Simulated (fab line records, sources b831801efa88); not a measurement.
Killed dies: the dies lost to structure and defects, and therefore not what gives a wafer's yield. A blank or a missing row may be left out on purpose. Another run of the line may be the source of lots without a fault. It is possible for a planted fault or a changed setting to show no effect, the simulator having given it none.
8D (eight disciplines) problem report, filled in by code | flow sfq line | the parts of the form that need people (team, actions taken, sign-off) are left out

== 1. THE ISSUE ==
Mean of time to endpoint s at SFQ_TRILAYER_I2_CMP_CMP_064: 263 s over 2 wafers from 1 lot, against 218 s (standard deviation 9.4) on wafers with no fault. That puts it +4.8 standard deviations away from the usual mean.
The step: polishes SiO2.
The first sign was on wafer L586.1 at day 33 00:30, on cmp-01. Wafers with a number at this step in the record: 33, from 11 lots. The rule behind "out" and "out of limits": a value lying over 4 standard deviations away from the usual mean. Any other wafer with a number is counted as sound.

== 2. WHAT IT IS; WHAT IT IS NOT ==
question                    | is                 | is not
which readings at this step | time to endpoint s | motor current A
which lots                  | L586               | L577, L578, L582, L583, L593, L594, L595, L598, L599, L600
which wafers of those lots  | L586.1, L586.5     | L586.6
read on which tools         | cmp-01             | cmp-02
when                        | from day 33 00:30  | up to then (13 sound wafers); but 18 sound wafers of L593, L594, L595, L598, L599, L600 came after

== 3. SUSPECTS, AND WHAT RULES EACH OUT ==
Counting: if a tool at a process step up to the reading ran every lot that is out, it stays a suspect. Sound lots after the first of them don't rule it out here, since some wafers of a struck lot are sound.
- cmp-01 at SFQ_TRILAYER_I2_CMP_CMP_064 (polishes SiO2): kept. It ran the lot that is out, L586 (day 33 00:30); its last sound lot up to then is L582 (day 32 16:22). Out on those wafers are its own readings of time to endpoint s.
- Within cmp-01 at SFQ_TRILAYER_I2_CMP_CMP_064: the wafers that are out ran in chambers 1, 3; their sound lot-mates ran in chamber 2.
Remaining after the count: cmp-01 at SFQ_TRILAYER_I2_CMP_CMP_064.

== 4. THE CAUSE (what the simulator had put in) ==
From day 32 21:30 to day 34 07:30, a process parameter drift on cmp-01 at SFQ_TRILAYER_I2_CMP_CMP_064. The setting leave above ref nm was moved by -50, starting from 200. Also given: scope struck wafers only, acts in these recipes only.
This tool alone remained once counting was done.

== 5. THE CHAIN OF EFFECTS, in route order ==
Rows list readings where the struck wafers' mean (over those with a number) sits beyond 3 standard deviations from the usual. Scope: only readings with a usual standard deviation given in the record; hours: median across lots of the time from each lot's start at the first step in this table that gives one to its start at this step; sigmas: change in usual standard deviations.
hours | step                                  | reading            | usual      | on struck wafers | change | sigmas
0     | SFQ_TRILAYER_I2_CMP_CMP_064           | time to endpoint s | 218 s      | 263              | +45    | +4.8
2     | SFQ_TRILAYER_I2_METRO_MEASURE_065     | thk nm             | 200.6 nm   | 150.8            | -49.8  | -45
135   | SFQ_TRILAYER_I2_VIA_ETCH_VIA_ETCH_070 | oes product au     | 0.856 a.u. | 0.738            | -0.118 | -22
The process steps in it:
- SFQ_TRILAYER_I2_CMP_CMP_064: polishes SiO2.
- SFQ_TRILAYER_I2_METRO_MEASURE_065
- SFQ_TRILAYER_I2_VIA_ETCH_VIA_ETCH_070: etches SiO2 in CHF3, stops on Nb, target depth 260 nm.
Later steps that measure or inspect, where all struck wafers having a row at the step show a number for every such reading and not one has moved that far: SFQ_I2_BOW_MEAS_917.

== 6. HOW IT WOULD HAVE BEEN CAUGHT EARLIER ==
First out-of-limits reading in this record: day 33 00:30, which is 3 hours after fault onset at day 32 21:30.
